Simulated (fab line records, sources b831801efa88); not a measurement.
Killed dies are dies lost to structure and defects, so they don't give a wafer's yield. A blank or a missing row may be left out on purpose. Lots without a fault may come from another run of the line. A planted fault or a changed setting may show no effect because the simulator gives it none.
Which tool did it? | flow gf180mcu | 12 lots, 36 wafers sampled, at 5 steps of a route of 602

WHAT THE GAUGES READ, wafer by wafer
GF_M3_RS_MEAS_05: measures by four-point-probe.
lot  | measured     | on            | M3_ALCU_RS (ohm/sq)
L238 | day 20 16:40 | film_metro-04 | 0.0693 0.0692 0.0683
L240 | day 21 08:04 | film_metro-02 | 0.0698 0.0693 0.0699
L241 | day 22 03:01 | film_metro-02 | 0.0695 0.0692 0.0681
L244 | day 23 01:14 | film_metro-04 | 0.0702 0.0704 0.0696
L245 | day 23 07:24 | film_metro-02 | 0.0687 0.0688 0.0683
L248 | day 24 07:22 | film_metro-02 | 0.0703 0.0700 0.0701
L254 | day 26 20:40 | film_metro-04 | 0.0707 0.0709 0.0709
L256 | day 27 10:20 | film_metro-02 | 0.0697 0.0692 0.0697
L257 | day 27 12:41 | film_metro-03 | 0.0708 0.0702 0.0703
L258 | day 27 19:11 | film_metro-02 | 0.0685 0.0677 0.0679
L259 | day 27 22:58 | film_metro-03 | 0.0703 0.0702 0.0703
L260 | day 28 09:02 | film_metro-02 | 0.0701 0.0708 0.0700

GF_M3_THK_MEAS_06: measures by xrf.
lot  | measured     | on            | M3_ALCU_THK (nm)
L238 | day 20 16:46 | film_metro-04 | 458 459 464
L240 | day 21 08:11 | film_metro-02 | 450 456 450
L241 | day 22 03:08 | film_metro-02 | 454 455 461
L244 | day 23 01:21 | film_metro-04 | 451 452 458
L245 | day 23 07:31 | film_metro-02 | 458 458 461
L248 | day 24 07:29 | film_metro-02 | 474 452 453
L254 | day 26 20:47 | film_metro-04 | 450 451 451
L256 | day 27 10:27 | film_metro-02 | 455 456 452
L257 | day 27 12:47 | film_metro-03 | 444 450 448
L258 | day 27 19:18 | film_metro-02 | 462 468 468
L259 | day 27 23:04 | film_metro-03 | 449 450 449
L260 | day 28 09:08 | film_metro-02 | 451 447 454

WHICH TOOL RAN EACH LOT (tool, then ch and the chambers of the sampled wafers, then the start)
lot  | GF_V2_ETCH_16                      | GF_M3_SPUTTER_01             | GF_M3_SPUTTER_04
L238 | rie_diel-01 ch 0,1,3, day 20 14:57 | pvd_sputter-03, day 20 16:31 | pvd_sputter-03, day 20 16:35
L240 | rie_diel-03 ch 0,1,3, day 21 06:09 | pvd_sputter-01, day 21 07:57 | pvd_sputter-01, day 21 08:02
L241 | rie_diel-01 ch 0,1,3, day 22 01:25 | pvd_sputter-02, day 22 02:53 | pvd_sputter-02, day 22 02:58
L244 | rie_diel-01 ch 0,1,3, day 22 23:40 | pvd_sputter-02, day 23 01:07 | pvd_sputter-02, day 23 01:11
L245 | rie_diel-02 ch 0,1, day 23 05:49   | pvd_sputter-01, day 23 07:17 | pvd_sputter-01, day 23 07:22
L248 | rie_diel-02 ch 0,1,3, day 24 05:46 | pvd_sputter-01, day 24 07:14 | pvd_sputter-01, day 24 07:19
L254 | rie_diel-01 ch 2,3, day 26 19:04   | pvd_sputter-03, day 26 20:32 | pvd_sputter-03, day 26 20:37
L256 | rie_diel-03 ch 2,3, day 27 08:45   | pvd_sputter-02, day 27 10:12 | pvd_sputter-02, day 27 10:17
L257 | rie_diel-02 ch 0,2,3, day 27 11:04 | pvd_sputter-03, day 27 12:32 | pvd_sputter-03, day 27 12:37
L258 | rie_diel-02 ch 0,1,2, day 27 17:36 | pvd_sputter-03, day 27 19:03 | pvd_sputter-03, day 27 19:08
L259 | rie_diel-01 ch 0,1, day 27 21:21   | pvd_sputter-03, day 27 22:48 | pvd_sputter-03, day 27 22:53
L260 | rie_diel-01 ch 1,2,3, day 28 07:25 | pvd_sputter-03, day 28 08:53 | pvd_sputter-03, day 28 08:58
- GF_V2_ETCH_16: etches BARC in N2/H2.
- GF_M3_SPUTTER_01: material TiN, target thk 30 nm, time 25 s.
- GF_M3_SPUTTER_04: material TiN, target thk 50 nm, time 41.7 s.

WHAT THE TOOLS THEMSELVES READ (means of the sampled wafers that have a number; where no wafer has one, the mark that the record gives instead)
GF_V2_ETCH_16.
lot  | tool        | drypump_motor_current_A (A) | h2_flow_sccm (sccm) | oes_product_au (a.u.) | throttle_valve_pct (%)
L238 | rie_diel-01 | 5.6                         | 200.8               | 0.850                 | 13.217
L240 | rie_diel-03 | 5.8                         | 199.8               | 0.861                 | 13.225
L241 | rie_diel-01 | 5.6                         | 200.2               | 0.851                 | 13.212
L244 | rie_diel-01 | 5.6                         | 199.9               | 0.860                 | 13.227
L245 | rie_diel-02 | 5.3                         | 199.9               | 0.858                 | 13.229
L248 | rie_diel-02 | 5.4                         | 200.1               | 0.852                 | 13.226
L254 | rie_diel-01 | 6.4                         | 199.8               | 0.858                 | 13.225
L256 | rie_diel-03 | 5.8                         | 200.6               | 0.858                 | 13.224
L257 | rie_diel-02 | 5.4                         | 200.3               | 0.853                 | 13.231
L258 | rie_diel-02 | 5.4                         | 199.9               | 0.858                 | 13.234
L259 | rie_diel-01 | 5.2                         | 199.1               | 0.858                 | 13.221
L260 | rie_diel-01 | 5.9                         | 200.1               | 0.852                 | 13.217

GF_M3_SPUTTER_01.
lot  | tool           | throttle_valve_pct (%)
L238 | pvd_sputter-03 | 30.2
L240 | pvd_sputter-01 | 30.1
L241 | pvd_sputter-02 | 29.7
L244 | pvd_sputter-02 | 30.8
L245 | pvd_sputter-01 | 30.1
L248 | pvd_sputter-01 | 30.2
L254 | pvd_sputter-03 | 29.6
L256 | pvd_sputter-02 | 29.2
L257 | pvd_sputter-03 | 30.2
L258 | pvd_sputter-03 | 30.0
L259 | pvd_sputter-03 | 29.5
L260 | pvd_sputter-03 | 30.1

GF_M3_SPUTTER_04.
lot  | tool           | throttle_valve_pct (%)
L238 | pvd_sputter-03 | 30.2
L240 | pvd_sputter-01 | 30.1
L241 | pvd_sputter-02 | 29.7
L244 | pvd_sputter-02 | 30.7
L245 | pvd_sputter-01 | 30.3
L248 | pvd_sputter-01 | 30.2
L254 | pvd_sputter-03 | 29.4
L256 | pvd_sputter-02 | 29.3
L257 | pvd_sputter-03 | 29.9
L258 | pvd_sputter-03 | 29.9
L259 | pvd_sputter-03 | 29.6
L260 | pvd_sputter-03 | 30.0

THE ANSWER, worked out from the rows above alone
Rule: what is usual is taken from the lots themselves. Put in order of their means at a reading, lots are off if they are a third of the lots or fewer, leave a main group of 4 or more, and stand apart from it by a gap of 3 or more times the standard deviation of the main group's means; of several such gaps the widest counts. A main group whose means are all the same, to the digits that the tables above print for the reading, isn't used. A lot without any number at a reading at which 4 lots or more have one is off too. The other lots that the step has rows for count as sound. The gauges are gone through in route order, then the tools' own readings, and for those a lot's mean is taken as printed above. The first step at which some lot is off is used, and at that step the reading that is off furthest; a lot without a number counts as furthest.
No lot is off at any reading shown: from this, nothing can be told.

WHAT THE SIMULATOR HAD PUT IN
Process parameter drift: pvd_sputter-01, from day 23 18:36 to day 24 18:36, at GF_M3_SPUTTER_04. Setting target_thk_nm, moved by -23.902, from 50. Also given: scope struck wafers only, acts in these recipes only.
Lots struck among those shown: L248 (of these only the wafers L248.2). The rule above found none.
